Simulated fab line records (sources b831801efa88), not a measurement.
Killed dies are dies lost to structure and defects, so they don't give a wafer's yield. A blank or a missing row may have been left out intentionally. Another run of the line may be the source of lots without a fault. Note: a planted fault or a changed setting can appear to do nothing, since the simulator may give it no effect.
The tool behind it: which one? | flow sky130 | 24 lots, 72 wafers sampled, at 4 steps of a route of 708

## WHAT THE GAUGES SHOWED, per wafer
SKY_FIELD_ISO_THK_MEAS_02.
lot  | measured    | on           | FIELD_ISO_OXIDATION_00_THK (nm)
L074 | day 1 12:19 | filmMetro-04 | 11.87 12.03 12.12
L075 | day 1 17:41 | filmMetro-04 | 12.00 11.93 11.94
L076 | day 1 21:38 | filmMetro-03 | 11.65 11.89 11.79
L077 | day 2 02:38 | filmMetro-04 | 12.08 11.97 11.91
L078 | day 2 07:49 | filmMetro-01 | 12.02 11.95 12.15
L079 | day 2 12:38 | filmMetro-01 | 11.84 12.09 12.11
L080 | day 2 17:41 | filmMetro-04 | 11.75 11.78 11.73
L081 | day 2 23:01 | filmMetro-03 | 11.98 12.01 11.81
L082 | day 3 04:52 | filmMetro-03 | 11.84 11.99 12.04
L083 | day 3 08:38 | filmMetro-01 | 11.98 12.15 12.10
L084 | day 3 13:55 | filmMetro-03 | 12.13 11.69 11.82
L085 | day 3 18:38 | filmMetro-01 | 12.36 11.92 12.22
L086 | day 3 23:38 | filmMetro-01 | 12.00 11.90 11.79
L087 | day 4 04:38 | filmMetro-03 | 12.15 12.23 12.31
L088 | day 4 11:11 | filmMetro-04 | 11.86 12.17 11.78
L089 | day 4 17:04 | filmMetro-04 | 11.90 11.73 12.01
L090 | day 4 20:04 | filmMetro-03 | 11.74 11.68 11.85
L091 | day 5 01:28 | filmMetro-01 | 11.56 11.69 11.54
L092 | day 5 05:38 | filmMetro-03 | 12.53 12.30 12.41
L093 | day 5 12:23 | filmMetro-04 | 12.07 12.17 12.15
L094 | day 5 16:42 | filmMetro-03 | 11.89 11.78 11.73
L095 | day 5 21:16 | filmMetro-04 | 12.16 12.31 12.18
L096 | day 6 01:38 | filmMetro-01 | 11.97 11.97 12.08
L097 | day 6 06:39 | filmMetro-03 | 12.08 11.84 12.00

SKY_PWDE_TW_MEAS_10.
lot  | measured    | on           | PWDE_TW
L074 | day 3 22:42 | filmMetro-02 | 370.1 370.2 371.1
L075 | day 4 04:23 | filmMetro-04 | 371.9 374.0 372.5
L076 | day 4 09:07 | filmMetro-03 | 371.2 373.3 374.5
L077 | day 4 10:29 | filmMetro-04 | 373.1 373.1 374.1
L078 | day 4 18:40 | filmMetro-02 | 367.5 369.3 367.9
L079 | day 5 02:33 | filmMetro-02 | 372.9 371.2 371.3
L080 | day 5 09:58 | filmMetro-02 | 372.3 370.7 371.8
L081 | day 6 04:18 | filmMetro-02 | 370.7 370.0 373.2
L082 | day 6 03:21 | filmMetro-04 | 373.9 373.8 374.2
L083 | day 6 04:56 | filmMetro-03 | 373.9 372.5 372.4
L084 | day 6 09:22 | filmMetro-04 | 376.7 374.1 372.1
L085 | day 6 12:41 | filmMetro-02 | 371.6 368.3 368.5
L086 | day 6 20:25 | filmMetro-02 | 370.5 371.1 373.3
L087 | day 7 03:28 | filmMetro-02 | 368.7 368.0 369.5
L088 | day 7 05:36 | filmMetro-03 | 375.1 374.2 374.2
L089 | day 7 10:48 | filmMetro-02 | 367.7 371.5 368.9
L090 | day 7 16:32 | filmMetro-04 | 370.3 370.9 369.2
L091 | day 7 22:26 | filmMetro-02 | 370.0 368.4 369.9
L092 | day 8 02:59 | filmMetro-04 | 371.7 371.1 372.3
L093 | day 8 10:08 | filmMetro-02 | 372.1 374.1 372.2
L094 | day 8 11:09 | filmMetro-03 | 370.4 369.4 371.6
L095 | day 8 18:36 | filmMetro-02 | 370.9 373.6 371.6
L096 | day 9 01:31 | filmMetro-03 | 372.2 371.1 370.5
L097 | day 9 04:52 | filmMetro-03 | 370.6 370.6 370.1

SKY_VT_ADJUST_LVTN_TW_MEAS_10.
lot  | measured     | on           | VT_ADJUST_LVTN_TW
L074 | day 6 21:06  | filmMetro-02 | 240.2 240.2 239.8
L075 | day 7 05:38  | filmMetro-02 | 239.4 239.3 239.5
L076 | day 7 09:38  | filmMetro-03 | 240.9 241.1 239.9
L077 | day 7 12:36  | filmMetro-03 | 240.7 242.0 240.0
L078 | day 7 22:53  | filmMetro-03 | 241.2 241.0 241.0
L079 | day 8 08:05  | filmMetro-03 | 238.0 238.8 237.9
L080 | day 8 15:56  | filmMetro-03 | 239.6 238.2 238.4
L081 | day 9 13:53  | filmMetro-02 | 238.0 238.2 239.0
L082 | day 9 12:39  | filmMetro-02 | 239.1 237.7 237.5
L083 | day 9 14:18  | filmMetro-02 | 237.9 238.9 236.8
L084 | day 9 19:52  | filmMetro-02 | 239.0 238.4 238.9
L085 | day 10 00:38 | filmMetro-02 | 239.1 238.5 239.6
L086 | day 10 10:20 | filmMetro-03 | 240.5 240.1 239.4
L087 | day 10 17:50 | filmMetro-02 | 238.9 238.0 238.4
L088 | day 10 20:06 | filmMetro-03 | 239.6 239.6 239.7
L089 | day 11 01:32 | filmMetro-03 | 242.5 240.6 243.6
L090 | day 11 09:03 | filmMetro-02 | 238.8 238.5 240.5
L091 | day 11 15:50 | filmMetro-03 | 242.5 242.8 241.3
L092 | day 11 21:19 | filmMetro-02 | 238.7 238.7 238.7
L093 | day 12 04:49 | filmMetro-03 | 240.6 240.0 239.8
L094 | day 12 07:38 | filmMetro-03 | 240.7 239.0 241.7
L095 | day 12 14:29 | filmMetro-01 | 240.5 241.7 241.5
L096 | day 12 23:35 | filmMetro-01 | 240.7 239.2 241.0
L097 | day 13 04:15 | filmMetro-03 | 240.4 240.5 240.3

SKY_GATE_OXIDE_THK_MEAS_02.
lot  | measured     | on           | GATE_OXIDE_OXIDATION_00_THK (nm)
L074 | day 12 18:00 | filmMetro-03 | 10.32 10.18 10.11
L075 | day 13 02:11 | filmMetro-03 | 10.43 10.32 10.45
L076 | day 13 08:01 | filmMetro-02 | 10.29 10.37 10.18
L077 | day 13 12:06 | filmMetro-02 | 10.25 10.16 10.16
L078 | day 14 03:32 | filmMetro-03 | 10.16 10.20 10.23
L079 | day 15 11:23 | filmMetro-03 | 10.42 10.23 10.16
L080 | day 15 11:23 | filmMetro-02 | 10.37 10.40 10.15
L081 | day 16 04:27 | filmMetro-02 | 10.12 9.95 10.06
L082 | day 16 01:36 | filmMetro-04 | 10.09 10.26 10.31
L083 | day 16 03:02 | filmMetro-02 | 10.30 10.50 10.54
L084 | day 16 10:40 | filmMetro-04 | 10.29 10.44 10.50
L085 | day 16 19:30 | filmMetro-02 | 10.16 10.08 10.34
L086 | day 17 05:18 | filmMetro-02 | 10.54 10.42 10.36
L087 | day 17 16:41 | filmMetro-04 | 10.09 10.24 10.19
L088 | day 17 16:41 | filmMetro-03 | 10.26 10.39 10.39
L089 | day 17 23:59 | filmMetro-04 | 10.22 10.01 10.22
L090 | day 18 13:40 | filmMetro-04 | 10.08 9.81 9.99
L091 | day 18 17:46 | filmMetro-03 | 9.95 9.82 9.97
L092 | day 19 03:49 | filmMetro-03 | 10.00 10.14 10.00
L093 | day 19 08:04 | filmMetro-02 | 9.70 9.76 9.91
L094 | day 19 15:17 | filmMetro-02 | 9.93 9.97 10.08
L095 | day 20 02:07 | filmMetro-04 | 10.40 10.55 10.50
L096 | day 20 10:39 | filmMetro-03 | 9.93 10.07 10.08
L097 | day 20 14:40 | filmMetro-02 | 10.35 10.31 10.38

## WHICH TOOL RAN EACH LOT (tool, then ch and the chambers of the sampled wafers, then the start)
There is no process step in the record ahead of these readings.

## WHAT THE TOOLS THEMSELVES READ (means of the sampled wafers that have a number; where no wafer has one, the mark that the record gives instead)
The record holds no such reading with a usual standard deviation.

## THE ANSWER, worked out from the rows above alone
Rule: the usual values come from the lots themselves. Put in order of their means at a reading, lots are off if they are a third of the lots or fewer, leave a main group of 4 or more, and stand apart from it by a gap of 3 or more times the standard deviation of the main group's means; of several such gaps the widest counts. A main group whose means are all the same, to the digits that the tables above print for the reading, isn't used. A lot without any number at a reading at which 4 lots or more have one is off too. Any other lot the step has rows for is counted as sound. The gauges are gone through in route order, then the tools' own readings, and for those a lot's mean is taken as printed above. At the first step where some lot is off, the reading lying furthest off is the one used; lots without a number count as furthest.
No lot is off on any of the readings shown, so nothing can be concluded from this.

## WHAT THE SIMULATOR HAD PUT IN
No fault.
